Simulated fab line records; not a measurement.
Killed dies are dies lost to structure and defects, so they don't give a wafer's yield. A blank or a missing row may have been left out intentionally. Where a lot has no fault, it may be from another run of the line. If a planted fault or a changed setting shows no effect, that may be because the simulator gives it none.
fab line records	flow gf180mcu
[record] lots = 6	wafers = 18	lastDay = 34
route steps=602 shown LVPWELL@63 MVSD@66 MVPSD@78 VT_IMPLANT@90
lots untouched by any fault: they come from a run of this same line in which no faults occurred
startH: start of the lot's first displayed wafer, in hours after the record's first day	waitH: hours since the lot's step before	" the same as in the row above	L1.1+2: a row that stands for several wafers	- either no value or no given start	* or withheld: withheld	< > ~ a bound
route shown NAME@n: NAME is a module with steps in the file, n the number in the route of the first one	usual: mean/standard deviation of fault-free wafers	same: alike in all rows	chamber/n: place in a boat	sites: each site's reading	_std_site: their standard deviation	_edge_site: mean of outer sites minus mean of inner sites	radiusMm: how far each site lies from the wafer's centre	mask NAME#n: copy n	behind: tool/chamber where the wafer was last shaped	hold: the reason the lot was held/the length of the hold in hours/how it ended	device: which transistor (n, p or np) failed to switch	end of line: the tests these same wafers got at the end of their route	for a step that has no rows: nothing shown but its recipe	killed: count of dies lost to structure and defects at first sort (not the wafer's yield)	map: a wafer's dies, marking killed ones x, the rest . and places with no die _
set.NAME: the setting as run; set.NAME@STEP: as run at that earlier step	model.NAME: the simulator's own value behind a step, which no gauge read
certain route steps with their lots: each step a table, each wafer a row
services: a tool's chamber out of use, with start hour (startH, from the record's first day; less than 0 if before it), hours out, and reason
[[steps]]
[step GF_LVPWELL_IMPLANT_09]
[recipe] species = B	energyKev = 60	doseCm2 = 5e+12	tiltDeg = 0
[step GF_LVPWELL_STRIP_10]
[recipe] chemistry = O2/N2	powerW = 1400	pressureMtorr = 1500	platenTempC = 250	o2FlowSccm = 3000	n2FlowSccm = 300	overashFraction = 0.5
[usual] drypumpMotorCurrentA = 5.9/0.45	heaterPowerW = 324/34	o2FlowSccm = 3001/10	oesProductAu = 0.723/0.0046	stripTimeToEndpointS = 36.97/0.12
lot.wafer	tool	chamber	startH	waitH	drypumpMotorCurrentA	heaterPowerW	o2FlowSccm	oesProductAu	rfHoursCounterH	stripTimeToEndpointS
L666.2	plasmaAsher-04	0	85.58	0.1	6.0	395	3020	0.729	43	37.00
L666.3	"	0	"	"	6.0	394	3003	0.722	-	37.03
L666.5	"	1	"	"	5.7	356	2999	0.717	-	36.92
L671.4	plasmaAsher-01	0	113.62	0.1	5.5	367	3009	0.712	-	36.99
L671.5	"	1	"	"	6.6	310	2999	0.725	-	37.06
L671.6	"	0	"	"	5.5	358	3017	0.722	-	36.87
L676.1	plasmaAsher-04	0	142.90	0.1	6.0	366	2992	0.726	2	36.80
L676.5	"	1	"	"	5.7	327	2992	0.725	-	36.88
L676.6	"	0	"	"	6.0	367	2997	0.731	-	37.00
L677.1	plasmaAsher-03	0	147.75	0.1	6.2	279	3017	0.723	38	36.92
L677.2	"	1	"	"	5.4	308	2989	0.717	38	37.03
L677.4	"	1	"	"	5.5	304	3003	0.726	-	37.03
L684.1	plasmaAsher-03	0	186.70	0.1	6.3	280	2994	0.718	42	36.83
L684.3	"	0	"	"	6.3	286	2997	0.729	-	36.81
L684.5	"	1	"	"	5.4	311	3029	0.724	-	36.83
L686.3	plasmaAsher-03	0	198.32	0.1	6.2	281	2998	0.720	-	36.88
L686.4	"	1	"	"	5.4	309	2983	0.715	-	36.88
L686.5	"	1	"	"	5.4	309	3005	0.725	-	36.91
[step GF_LVPWELL_TW_MEAS_11]
[usual] LVPWELL_TW = 555/3.3
lot.wafer	tool	chamber	startH	waitH	LVPWELL_TW
L666.2	filmMetro-03	-	85.69	0.1	548
L666.3	"	-	"	"	554
L666.5	"	-	"	"	552
L671.4	filmMetro-03	-	113.72	0.1	551
L671.5	"	-	"	"	551
L671.6	"	-	"	"	555
L676.1	filmMetro-02	-	143.00	0.1	555
L676.5	"	-	"	"	555
L676.6	"	-	"	"	553
L677.1	filmMetro-01	-	147.85	0.1	556
L677.2	"	-	"	"	559
L677.4	"	-	"	"	557
L684.1	filmMetro-01	-	186.90	0.2	559
L684.3	"	-	"	"	560
L684.5	"	-	"	"	559
L686.3	filmMetro-01	-	198.43	0.1	554
L686.4	"	-	"	"	556
L686.5	"	-	"	"	557
[step GF_MVSD_DEHYDRATE_00]
[recipe] tempC = 200	timeS = 60
[step GF_MVSD_HMDS_01]
[recipe] primeTimeS = 60	primeTempC = 120
[step GF_MVSD_COAT_02]
[recipe] spinRpm = 2000	resistThkNm = 3000
[step GF_MVSD_SOFTBAKE_03]
[recipe] tempC = 110	timeS = withheld
[step GF_MVSD_EXPOSE_04]
[recipe] maskId = MVSD	targetCdNm = 1000	na = 0.6	sourceShape = conventional	sigmaOuter = 0.6	doseMj = 260
[step GF_MVSD_PEB_05]
[recipe] tempC = 115	timeS = withheld
[step GF_MVSD_DEVELOP_06]
[recipe] wallAngleDeg = 90	developTimeS = 57.93	devTempC = 23
[step GF_MVSD_OVL_MEAS_07]
[usual] MVSD_OVL = 0.6/1.5
lot.wafer	tool	chamber	startH	waitH	MVSD_OVL[nm]
L666.2	overlay-01	-	99.20	-	0.5
L666.3	"	-	"	"	0.0
L666.5	"	-	"	"	-1.3
L671.4	overlay-01	-	128.51	-	2.7
L671.5	"	-	"	"	0.6
L671.6	"	-	"	"	1.0
L676.1	overlay-01	-	158.70	-	1.2
L676.5	"	-	"	"	4.6
L676.6	"	-	"	"	2.1
L677.1	overlay-01	-	162.99	-	-1.6
L677.2	"	-	"	"	0.8
L677.4	"	-	"	"	0.0
L684.1	overlay-01	-	203.76	-	-0.4
L684.3	"	-	"	"	-1.1
L684.5	"	-	"	"	0.8
L686.3	overlay-02	-	215.91	-	3.4
L686.4	"	-	"	"	3.2
L686.5	"	-	"	"	2.9
[step GF_MVSD_IMPLANT_08]
[recipe] species = P	energyKev = 400	doseCm2 = 1.6e+13	tiltDeg = 0
[step GF_MVSD_IMPLANT_09]
[recipe] species = P	energyKev = 100	doseCm2 = 5e+12	tiltDeg = 0
[usual] beamEnergyKeV = 100.00/0.034	beamOnS = 10.01/0.23	tiltDeg = -0.004/0.021
lot.wafer	tool	chamber	startH	waitH	beamEnergyKeV	beamOnS	tiltDeg
L666.2	implanter-02	0	99.41	0.1	100.06	10.36	0.016
L666.3	"	0	"	"	99.97	10.03	-0.003
L666.5	"	0	"	"	100.03	9.95	0.001
L671.4	implanter-04	0	128.76	0.1	100.05	9.70	0.011
L671.5	"	0	"	"	100.04	10.27	0.015
L671.6	"	0	"	"	99.98	9.76	0.012
L676.1	implanter-04	-	158.89	0.1	-	-	-
L676.5	"	-	"	"	-	-	-
L676.6	"	-	"	"	-	-	-
L677.1	implanter-04	-	163.18	0.1	-	-	-
L677.2	"	-	"	"	-	-	-
L677.4	"	-	"	"	-	-	-
L684.1	implanter-03	0	203.95	0.1	99.96	9.76	-0.013
L684.3	"	0	"	"	99.99	9.49	0.010
L684.5	"	0	"	"	99.99	9.95	-0.010
L686.3	implanter-04	0	216.13	0.1	100.01	10.40	0.005
L686.4	"	0	"	"	100.00	9.57	0.001
L686.5	"	0	"	"	100.02	9.28	-0.038
[step GF_MVSD_STRIP_10]
[recipe] chemistry = O2/N2	powerW = 1400	pressureMtorr = 1500	platenTempC = 250	o2FlowSccm = 3000	n2FlowSccm = 300	overashFraction = 0.5
[usual] drypumpMotorCurrentA = 5.9/0.37	heaterPowerW = 347/26	o2FlowSccm = 2999/7.9	oesProductAu = 0.723/0.0041	stripTimeToEndpointS = 36.97/0.12
lot.wafer	tool	chamber	startH	waitH	drypumpMotorCurrentA	heaterPowerW	o2FlowSccm	oesProductAu	rfHoursCounterH	stripTimeToEndpointS
L666.2	plasmaAsher-04	0	99.53	0.1	6.0	405	2999	0.726	45	37.07
L666.3	"	1	"	"	5.7	345	2986	0.721	-	37.05
L666.5	"	0	"	"	6.0	398	3000	0.718	-	37.01
L671.4	plasmaAsher-04	0	128.86	0.1	6.0	360	3002	0.721	-	36.85
L671.5	"	0	"	"	6.0	370	3002	0.724	-	36.86
L671.6	"	1	"	"	5.7	331	2993	0.728	-	36.85
L676.1	plasmaAsher-02	1	159.04	0.1	6.1	363	2997	0.724	48	37.08
L676.5	"	0	"	"	5.7	354	2996	0.720	-	36.99
L676.6	"	1	"	"	6.1	352	3007	0.718	-	37.08
L677.1	plasmaAsher-01	0	163.33	0.1	5.4	372	2985	0.720	50	36.70
L677.2	"	1	"	"	6.6	314	3010	0.730	50	36.79
L677.4	"	0	"	"	5.5	370	2994	0.719	-	36.76
L684.1	plasmaAsher-01	0	204.10	0.1	5.5	373	2998	0.726	55	36.80
L684.3	"	0	"	"	5.5	367	2992	0.727	-	36.84
L684.5	"	0	"	"	5.5	363	3004	0.721	-	36.80
L686.3	plasmaAsher-01	0	216.27	0.1	5.4	363	2989	0.724	-	37.02
L686.4	"	1	"	"	6.6	298	2989	0.724	-	37.00
L686.5	"	0	"	"	5.4	356	2998	0.725	-	37.08
[step GF_MVSD_TW_MEAS_11]
[usual] MVSD_TW = 1569/10
lot.wafer	tool	chamber	startH	waitH	MVSD_TW
L666.2	filmMetro-01	-	99.64	0.1	1572
L666.3	"	-	"	"	1573
L666.5	"	-	"	"	1574
L671.4	filmMetro-03	-	128.96	0.1	1557
L671.5	"	-	"	"	1546
L671.6	"	-	"	"	1558
L676.1	filmMetro-02	-	159.14	0.1	1520
L676.5	"	-	"	"	1507
L676.6	"	-	"	"	1508
L677.1	filmMetro-03	-	163.43	0.1	1502
L677.2	"	-	"	"	1485
L677.4	"	-	"	"	1487
L684.1	filmMetro-01	-	204.20	0.1	1574
L684.3	"	-	"	"	1568
L684.5	"	-	"	"	1576
L686.3	filmMetro-02	-	216.35	0.1	1578
L686.4	"	-	"	"	1587
L686.5	"	-	"	"	1579
[step GF_MVPSD_DEHYDRATE_00]
[recipe] tempC = 200	timeS = 60
[step GF_MVPSD_HMDS_01]
[recipe] primeTimeS = 60	primeTempC = 120
[step GF_MVPSD_COAT_02]
[recipe] spinRpm = 2000	resistThkNm = 3000
[step GF_MVPSD_SOFTBAKE_03]
[recipe] tempC = 110	timeS = withheld
[step GF_MVPSD_EXPOSE_04]
[recipe] maskId = MVPSD	targetCdNm = 1000	na = 0.6	sourceShape = conventional	sigmaOuter = 0.6	doseMj = 260
[step GF_MVPSD_PEB_05]
[recipe] tempC = 115	timeS = withheld
[step GF_MVPSD_DEVELOP_06]
[recipe] wallAngleDeg = 90	developTimeS = 60	devTempC = 23
[step GF_MVPSD_OVL_MEAS_07]
[usual] MVPSD_OVL = -1.1/1.3
lot.wafer	tool	chamber	startH	waitH	MVPSD_OVL[nm]
L666.2	overlay-02	-	113.81	-	0.2
L666.3	"	-	"	"	-2.0
L666.5	"	-	"	"	-1.6
L671.4	overlay-02	-	144.07	-	-0.8
L671.5	"	-	"	"	-1.0
L671.6	"	-	"	"	-0.4
L676.1	overlay-02	-	174.95	-	-2.7
L676.5	"	-	"	"	-0.7
L676.6	"	-	"	"	-2.2
L677.1	overlay-01	-	179.10	-	-0.3
L677.2	"	-	"	"	1.1
L677.4	"	-	"	"	-0.3
L684.1	overlay-01	-	220.75	-	-0.9
L684.3	"	-	"	"	-1.4
L684.5	"	-	"	"	-1.7
L686.3	overlay-02	-	233.60	-	-0.5
L686.4	"	-	"	"	-1.1
L686.5	"	-	"	"	-3.1
[step GF_MVPSD_IMPLANT_08]
[recipe] species = B	energyKev = 170	doseCm2 = 1.5e+13	tiltDeg = 0
[step GF_MVPSD_IMPLANT_09]
[recipe] species = B	energyKev = 40	doseCm2 = 5e+12	tiltDeg = 0
[step GF_MVPSD_STRIP_10]
[recipe] chemistry = O2/N2	powerW = 1400	pressureMtorr = 1500	platenTempC = 250	o2FlowSccm = 3000	n2FlowSccm = 300	overashFraction = 0.5
[usual] drypumpMotorCurrentA = 5.9/0.49	heaterPowerW = 329/31	o2FlowSccm = 3002/8.6	oesProductAu = 0.723/0.005	stripTimeToEndpointS = 36.99/0.11
lot.wafer	tool	chamber	startH	waitH	drypumpMotorCurrentA	heaterPowerW	o2FlowSccm	oesProductAu	rfHoursCounterH	stripTimeToEndpointS
L666.2	plasmaAsher-03	0	114.14	0.1	6.2	285	2998	0.722	34	36.85
L666.3	"	0	"	"	6.2	280	2993	0.717	-	36.91
L666.5	"	0	"	"	6.2	288	3007	0.725	-	36.90
L671.4	plasmaAsher-01	0	144.42	0.1	5.4	367	3003	0.720	-	37.12
L671.5	"	0	"	"	5.4	366	2993	0.715	-	37.08
L671.6	"	1	"	"	6.6	303	2995	0.721	-	37.09
L676.1	plasmaAsher-03	0	175.29	0.1	6.2	282	3014	0.735	41	36.82
L676.5	"	0	"	"	6.2	294	3008	0.726	-	36.81
L676.6	"	1	"	"	5.4	310	3001	0.718	-	36.79
L677.1	plasmaAsher-03	0	179.44	0.1	6.2	283	2999	0.726	42	37.05
L677.2	"	1	"	"	5.4	307	2999	0.724	42	37.02
L677.4	"	0	"	"	6.2	275	2984	0.729	-	37.02
L684.1	plasmaAsher-01	1	221.09	0.1	6.6	311	3003	0.717	56	37.19
L684.3	"	1	"	"	6.6	310	3008	0.718	-	37.16
L684.5	"	1	"	"	6.6	307	2992	0.725	-	37.21
L686.3	plasmaAsher-01	1	233.96	0.1	6.6	309	3005	0.726	-	36.91
L686.4	"	0	"	"	5.4	353	3007	0.729	-	36.86
L686.5	"	0	"	"	5.4	364	2992	0.722	-	36.98
[step GF_MVPSD_TW_MEAS_11]
[usual] MVPSD_TW = 550/3.4
lot.wafer	tool	chamber	startH	waitH	MVPSD_TW
L666.2	filmMetro-03	-	114.25	0.1	545
L666.3	"	-	"	"	548
L666.5	"	-	"	"	547
L671.4	filmMetro-02	-	144.52	0.1	557
L671.5	"	-	"	"	556
L671.6	"	-	"	"	556
L676.1	filmMetro-02	-	175.39	0.1	551
L676.5	"	-	"	"	547
L676.6	"	-	"	"	548
L677.1	filmMetro-02	-	179.54	0.1	545
L677.2	"	-	"	"	545
L677.4	"	-	"	"	548
L684.1	filmMetro-01	-	221.19	0.1	545
L684.3	"	-	"	"	547
L684.5	"	-	"	"	548
L686.3	filmMetro-01	-	234.05	0.1	548
L686.4	"	-	"	"	546
L686.5	"	-	"	"	547
[step GF_VT_IMPLANT_DEHYDRATE_00]
[recipe] tempC = 200	timeS = 60
[step GF_VT_IMPLANT_HMDS_01]
[recipe] primeTimeS = 60	primeTempC = 120
[step GF_VT_IMPLANT_COAT_02]
[recipe] resist = NOVOLAK	spinRpm = 3000	resistThkNm = 1000
[step GF_VT_IMPLANT_SOFTBAKE_03]
[recipe] tempC = 90	timeS = 60	resist = NOVOLAK
[step GF_VT_IMPLANT_EXPOSE_04]
[recipe] maskId = LVPWELL_LV_AREA	targetCdNm = 600	na = 0.6	sourceShape = conventional	sigmaOuter = 0.6	doseMj = 140
[step GF_VT_IMPLANT_PEB_05]
[recipe] tempC = withheld	timeS = *	resist = NOVOLAK
[step GF_VT_IMPLANT_DEVELOP_06]
[recipe] developTimeS = 60	devTempC = 23
[step GF_VT_IMPLANT_OVL_MEAS_07]
[usual] VT_IMPLANT_OVL = 0.3/1.3
lot.wafer	tool	chamber	startH	waitH	VT_IMPLANT_OVL[nm]
L666.2	overlay-02	-	128.91	0.1	-0.8
L666.3	"	-	"	"	-0.3
L666.5	"	-	"	"	-1.2
L671.4	overlay-01	-	159.73	0.1	-1.3
L671.5	"	-	"	"	0.1
L671.6	"	-	"	"	0.8
L676.1	overlay-01	-	191.25	0.1	1.7
L676.5	"	-	"	"	2.1
L676.6	"	-	"	"	3.7
L677.1	overlay-01	-	195.60	0.1	0.8
L677.2	"	-	"	"	2.7
L677.4	"	-	"	"	1.9
L684.1	overlay-02	-	239.06	0.1	-0.7
L684.3	"	-	"	"	-0.2
L684.5	"	-	"	"	-0.4
L686.3	overlay-01	-	251.67	0.1	2.5
L686.4	"	-	"	"	1.8
L686.5	"	-	"	"	2.6
[step GF_VT_IMPLANT_IMPLANT_08]
[recipe] species = BF2	energyKev = 20	doseCm2 = 8.29e+12	tiltDeg = 7
[step GF_VT_IMPLANT_STRIP_09]
[recipe] chemistry = O2/N2	powerW = 1400	pressureMtorr = 1500	platenTempC = 250	o2FlowSccm = 3000	n2FlowSccm = 300	overashFraction = 0.5
[usual] drypumpMotorCurrentA = 5.85/0.25	heaterPowerW = 331/30	o2FlowSccm = 3000/9.3	oesProductAu = 0.716/0.0047	stripTimeToEndpointS = 12.63/0.035
lot.wafer	tool	chamber	startH	waitH	drypumpMotorCurrentA	heaterPowerW	o2FlowSccm	oesProductAu	rfHoursCounterH	stripTimeToEndpointS
L666.2	plasmaAsher-03	1	129.09	0.1	5.44	303	3012	0.721	36	12.70
L666.3	"	0	"	"	6.23	283	3004	0.713	-	12.73
L666.5	"	0	"	"	6.20	279	3014	0.715	-	12.70
L671.4	plasmaAsher-04	1	159.93	0.1	5.74	319	3007	0.722	-	12.63
L671.5	"	0	"	"	5.99	368	3004	0.714	-	12.59
L671.6	"	1	"	"	5.72	329	2997	0.710	-	12.63
L676.1	plasmaAsher-03	1	191.44	0.1	5.45	316	3003	0.709	43	12.66
L676.5	"	1	"	"	5.45	309	2986	0.718	-	12.64
L676.6	"	0	"	"	6.23	277	3010	0.717	-	12.67
L677.1	plasmaAsher-02	1	195.79	0.1	6.02	360	3007	0.716	51	12.64
L677.2	"	0	"	"	5.72	352	2991	0.715	51	12.63
L677.4	"	1	"	"	6.00	372	2988	0.725	-	12.67
L684.1	plasmaAsher-02	0	239.25	0.1	5.75	350	2989	0.717	56	12.59
L684.3	"	1	"	"	5.98	364	3002	0.722	-	12.59
L684.5	"	1	"	"	6.01	355	3010	0.714	-	12.61
L686.3	plasmaAsher-04	1	251.88	0.1	5.73	325	3008	0.727	-	12.63
L686.4	"	0	"	"	5.99	369	2993	0.721	-	12.63
L686.5	"	1	"	"	5.73	316	3005	0.713	-	12.66
[step GF_VT_IMPLANT_TW_MEAS_10]
[usual] VT_IMPLANT_TW = 561.7/2.3
lot.wafer	tool	chamber	startH	waitH	VT_IMPLANT_TW
L666.2	filmMetro-01	-	129.20	0.1	560.0
L666.3	"	-	"	"	558.3
L666.5	"	-	"	"	562.6
L671.4	filmMetro-02	-	160.03	0.1	563.8
L671.5	"	-	"	"	566.1
L671.6	"	-	"	"	563.8
L676.1	filmMetro-04	-	191.54	0.1	564.0
L676.5	"	-	"	"	562.1
L676.6	"	-	"	"	559.8
L677.1	filmMetro-01	-	195.89	0.1	562.8
L677.2	"	-	"	"	561.4
L677.4	"	-	"	"	559.3
L684.1	filmMetro-02	-	239.35	0.1	563.3
L684.3	"	-	"	"	562.2
L684.5	"	-	"	"	560.2
L686.3	filmMetro-01	-	251.97	0.1	560.6
L686.4	"	-	"	"	560.3
L686.5	"	-	"	"	561.0
[step GF_VT_IMPLANT_DEHYDRATE_11]
[recipe] tempC = 200	timeS = 60
[step GF_VT_IMPLANT_HMDS_12]
[recipe] primeTimeS = 60	primeTempC = 120
[step GF_VT_IMPLANT_COAT_13]
[recipe] resist = NOVOLAK	spinRpm = 3000	resistThkNm = 1020
[step GF_VT_IMPLANT_SOFTBAKE_14]
[recipe] tempC = 90	timeS = 60	resist = NOVOLAK
[step GF_VT_IMPLANT_RS_MEAS_46]
[recipe] thkMeasGauge = four-point-probe
[usual] MVSD_RS = 456.2/1.2
lot.wafer	tool	chamber	startH	waitH	MVSD_RS[ohm/sq]
L666.2	filmMetro-01	-	176.47	0.1	456.8
L666.3	"	-	"	"	456.9
L666.5	"	-	"	"	456.1
L671.4	filmMetro-01	-	209.61	0.1	456.6
L671.5	"	-	"	"	457.1
L671.6	"	-	"	"	456.9
L676.1	filmMetro-02	-	244.69	0.1	-
L676.5	"	-	"	"	-
L676.6	"	-	"	"	-
L677.1	filmMetro-03	-	249.81	0.1	-
L677.2	"	-	"	"	-
L677.4	"	-	"	"	-
L684.1	filmMetro-03	-	297.65	0.2	453.8
L684.3	"	-	"	"	454.0
L684.5	"	-	"	"	454.1
L686.3	filmMetro-01	-	312.59	0.1	456.9
L686.4	"	-	"	"	455.6
L686.5	"	-	"	"	456.7
[[services]]
tool	chamber	startH	hours	kind
implanter-04	-	67.17	6.4	pm
plasmaAsher-02	-	67.75	47.3	pm
plasmaAsher-01	-	80.93	3.4	repair
plasmaAsher-04	-	108.75	9.0	pm
plasmaAsher-04	0	108.75	9.0	ventCycle
plasmaAsher-04	1	108.75	9.0	ventCycle
plasmaAsher-04	0	117.75	-	clean
plasmaAsher-04	1	117.75	-	clean
implanter-04	-	122.31	1.4	repair
plasmaAsher-01	-	128.37	1.4	repair
implanter-02	-	128.57	3.6	repair
implanter-04	-	154.83	2.7	repair
plasmaAsher-04	-	169.65	5.1	repair
plasmaAsher-02	-	187.20	4.3	pm
implanter-04	-	250.25	32.2	pm
[[key]]
[firstSign] step = GF_MVSD_IMPLANT_09	reading = toolRecord	direction = missing
[effect] step = GF_MVSD_TW_MEAS_11	reading = MVSD_TW	direction = down	sigmas = 6.7	usual = 1569	struck = 1502
[effect] step = GF_VT_IMPLANT_RS_MEAS_46	reading = MVSD_RS	direction = missing
metAt GF_MVSD_IMPLANT_09
struckWafers L676.1,L676.5,L676.6,L677.1,L677.2,L677.4
laterRowsLeftOut L676.1,L676.5,L676.6,L677.1,L677.2,L677.4
sortLeftOut L676.1,L676.5,L676.6,L677.1,L677.2,L677.4
testerLeftOut L676,L677
onsetBetween 128.76 158.89
[fault] kind = skippedStepWhole	tool = implanter-04	chamber = -	onsetH = 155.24	steps = GF_MVSD_IMPLANT_09	scope = struckLotsOnly
// testerLeftOut: of these lots the tester's yield and bins aren't shown, on N5 and GAA mostly nor the transistor test; their killed dies are dies lost to structure and defects alone, not to doping, threshold or leakage, so they don't give the yield
// sortLeftOut: the simulated sort isn't trusted on such a fault, so these wafers' sort isn't shown, and their yield isn't known
// laterRowsLeftOut: the simulator's readings of these wafers behind a module that went badly wrong aren't trusted and aren't shown, but for the sort
